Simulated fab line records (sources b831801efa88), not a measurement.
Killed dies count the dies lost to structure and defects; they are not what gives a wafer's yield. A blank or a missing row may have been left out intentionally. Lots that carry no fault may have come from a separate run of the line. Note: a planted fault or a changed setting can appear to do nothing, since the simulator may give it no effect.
A struck lot beside a sound one / flow sky130 / 19 steps out of a route of 708
Sound: these wafers, L591.1, L591.4, L591.5. Struck: wafers L601.3, L601.5. (L601.4 of the same lot was not struck and is left out.) The cause comes at the end.
Each step with rows lists, per side, the tool, then ch with its chambers, then its first start. Under that, the readings that differ: sound wafers / struck wafers / difference of the means / sigmas: that difference in standard deviations of wafers without a fault.
alike: readings with means less than 2 such deviations apart, plus words and numbers identical on both sides. not compared: withheld readings, readings lacking a value on some wafer, bounds such as >300 that could conceal the same value, and numbers that have no deviation in the record and whose values overlap.
The two part at a step that has a row with sigmas, a row that says differs or no value, or rows on one side only. Numbers that don't overlap but have no deviation are shown without sigmas and don't part them. A reading that every wafer of one side lacks parts them only if that side has two wafers or more.

SKY_METAL3_SPUTTER_02: material AlCu, target thk 735 nm, time 39.1 s.
  sound: pvd-sputter-01 at day 37 02:46; struck: pvd-sputter-04 at day 40 09:49
  alike: throttle-valve-pct
SKY_METAL3_SPUTTER_03: material Ti, target thk 5 nm, time 3.3 s.
  sound: pvd-sputter-01 at day 37 02:48; struck: pvd-sputter-04 at day 40 09:50
  alike: throttle-valve-pct
SKY_METAL3_SPUTTER_04: material TiN, target thk 70 nm, time 58.3 s.
  sound: pvd-sputter-01 at day 37 02:49; struck: pvd-sputter-04 at day 40 09:52
  alike: throttle-valve-pct
SKY_CAPM_CVD_00: deposits SiO2, target thk 15.5 nm.
  sound on pecvd-01 ch 0,2, day 37 02:52; struck on pecvd-03 ch 0,2, day 40 09:55
  alike: heater-power-w, susceptor-temp-C
SKY_CAPM_THK_MEAS_01:
  sound: film-metro-04 at day 37 02:53; struck: film-metro-03 at day 40 09:57
reading=CAPM_CVD_00_THK (nm); sound=15.47 15.78 15.73; struck=14.91 15.28; difference=-0.57; sigmas=-2
SKY_CAPM_SPUTTER_02: material TiN, target thk 200 nm, time 166.7 s.
  sound: pvd-sputter-02 at day 37 02:57; struck: pvd-sputter-03 at day 40 09:59
  alike: susceptor-temp-C, throttle-valve-pct
SKY_CAPM_RS_MEAS_03: measurement is done with a four-point probe.
  sound: film-metro-03 at day 37 03:04; struck: film-metro-04 at day 40 10:08
  alike: CAPM_TIN_RS
SKY_CAPM_THK_MEAS_04: measures by xrf.
  sound: film-metro-03 at day 37 03:11; struck: film-metro-04 at day 40 10:14
  alike: CAPM_TIN_THK
then, 4 steps without rows for these wafers: SKY_CAPM_DEHYDRATE_05 (time 60 s); SKY_CAPM_HMDS_06 (prime time 60 s); SKY_CAPM_COAT_07 (resist thk 1140 nm); SKY_CAPM_SOFTBAKE_08 (time 60 s).
SKY_CAPM_EXPOSE_09: exposes mask CAPM, target cd 1000 nm.
  sound on iline-stepper-01 ch 0, day 37 16:31; struck on iline-stepper-01 ch 0, day 40 21:29
  alike: mask
then, 2 steps without rows for these wafers: SKY_CAPM_PEB_10; SKY_CAPM_DEVELOP_11 (develop time 60 s).
SKY_CAPM_OVL_MEAS_12:
  sound: overlay-02 at day 38 04:56; struck: overlay-01 at day 41 09:47
  alike: CAPM_OVL
SKY_CAPM_METAL_ETCH_13: etches TiN in Cl2/BCl3, stops on SiO2, target depth 220 nm, time 62.9 s.
  sound on rie-metal-03 ch 0,1, day 38 04:58; struck on rie-metal-02 ch 0, day 41 09:50
reading=model.CAPM.cd-nm (nm); sound=999.2 1001 1000; struck=941.5 941; difference=-58.8; sigmas=
  alike: drypump-motor-current-A, oes-product-au, throttle-valve-pct
  not compared: rf-hours-counter-h
then, 2 steps without rows for these wafers: SKY_CAPM_STRIP_14 (strips in O2/N2); SKY_PAD_OPEN_PROBE_99.

## WHERE THEY PART
Within this record, at SKY_CAPM_THK_MEAS_01 only. Later steps at which nothing parts them and some readings are alike: SKY_CAPM_SPUTTER_02, SKY_CAPM_RS_MEAS_03, SKY_CAPM_THK_MEAS_04, SKY_CAPM_EXPOSE_09, SKY_CAPM_OVL_MEAS_12, SKY_CAPM_METAL_ETCH_13.

WHY: whatever the simulator had introduced
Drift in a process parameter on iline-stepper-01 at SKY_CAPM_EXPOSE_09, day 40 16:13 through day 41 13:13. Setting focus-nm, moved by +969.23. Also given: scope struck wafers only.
